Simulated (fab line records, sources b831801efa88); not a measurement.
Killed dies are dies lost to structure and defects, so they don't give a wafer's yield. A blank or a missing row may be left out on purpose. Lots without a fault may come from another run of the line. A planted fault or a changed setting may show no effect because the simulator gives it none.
Chamber matching | flow gf180mcu | GF_HV_LDD_ETCHBACK_58 on rie_diel-01: 4 sister chambers
The step etches Si3N4 in CH3F/O2, stops on SiO2, time 100 s, target depth 90 nm. 16 wafers are shown with their chamber, then 8 later ones without.

WAFERS WITH THEIR CHAMBER
wafer  | chamber | throttle_valve_pct (%) | oes_product_au (a.u.)
L963.1 | 2       | 10.567                 | 0.858
L963.4 | 1       | 10.580                 | 0.841
L963.5 | 0       | 10.564                 | 0.855
L965.1 | 3       | 10.551                 | 0.835
L965.3 | 0       | 10.558                 | 0.828
L965.5 | 1       | 10.553                 | 0.843
L969.1 | 1       | 10.563                 | 0.834
L969.4 | 2       | 10.581                 | 0.840
L969.6 | 0       | 10.549                 | 0.841
L971.3 | 3       | 10.563                 | 0.848
L971.4 | 1       | 10.562                 | 0.845
L971.6 | 3       | 10.567                 | 0.847
L972.2 | 3       | 10.560                 | 0.846
L972.3 | 0       | 10.560                 | 0.845
L972.6 | 2       | 10.561                 | 0.840
L973.2 | 3       | 10.579                 | 0.838

SIGNATURES (means of the wafers above)
reading            | chamber 0 | chamber 1 | chamber 2 | chamber 3 | scatter within a chamber
throttle_valve_pct | 10.55775  | 10.56450  | 10.56967  | 10.56400  | 0.00971
oes_product_au     | 0.84225   | 0.84075   | 0.84600   | 0.84280   | 0.00816
Rule: a wafer's distance from a chamber is the root of the sum, over the readings, of the square of ((its reading less the chamber's mean) divided by the reading's scatter). The wafer belongs to the nearest chamber; if the next one is less than 2 further off, it can't be placed. The scatter: the root of (the sum of the squares of (reading less its chamber's mean) over the shown wafers, divided by (wafers less chambers)).

WAFERS WITHOUT THEIR CHAMBER
wafer  | throttle_valve_pct (%) | oes_product_au (a.u.)
L973.5 | 10.570                 | 0.845
L973.6 | 10.561                 | 0.843
L976.2 | 10.566                 | 0.843
L976.4 | 10.562                 | 0.838
L976.6 | 10.550                 | 0.845
L982.4 | 10.568                 | 0.844
L982.5 | 10.559                 | 0.847
L982.6 | 10.552                 | 0.847

WHICH CHAMBER EACH WENT THROUGH
wafer  | from the rows above               | in truth
L973.5 | can't be placed: 2 or 3 or 1 or 0 | 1
L973.6 | can't be placed: 3 or 0 or 1 or 2 | 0
L976.2 | can't be placed: 3 or 1 or 2 or 0 | 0
L976.4 | can't be placed: 1 or 3 or 0 or 2 | 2
L976.6 | can't be placed: 0 or 3 or 1 or 2 | 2
L982.4 | can't be placed: 2 or 3 or 1 or 0 | 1
L982.5 | can't be placed: 0 or 3 or 1 or 2 | 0
L982.6 | can't be placed: 0 or 3 or 1 or 2 | 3
Placed correctly: 0 of 8. Can't be placed from these rows: 8 (the true chamber is among the candidates in 8). Placed wrongly: 0.
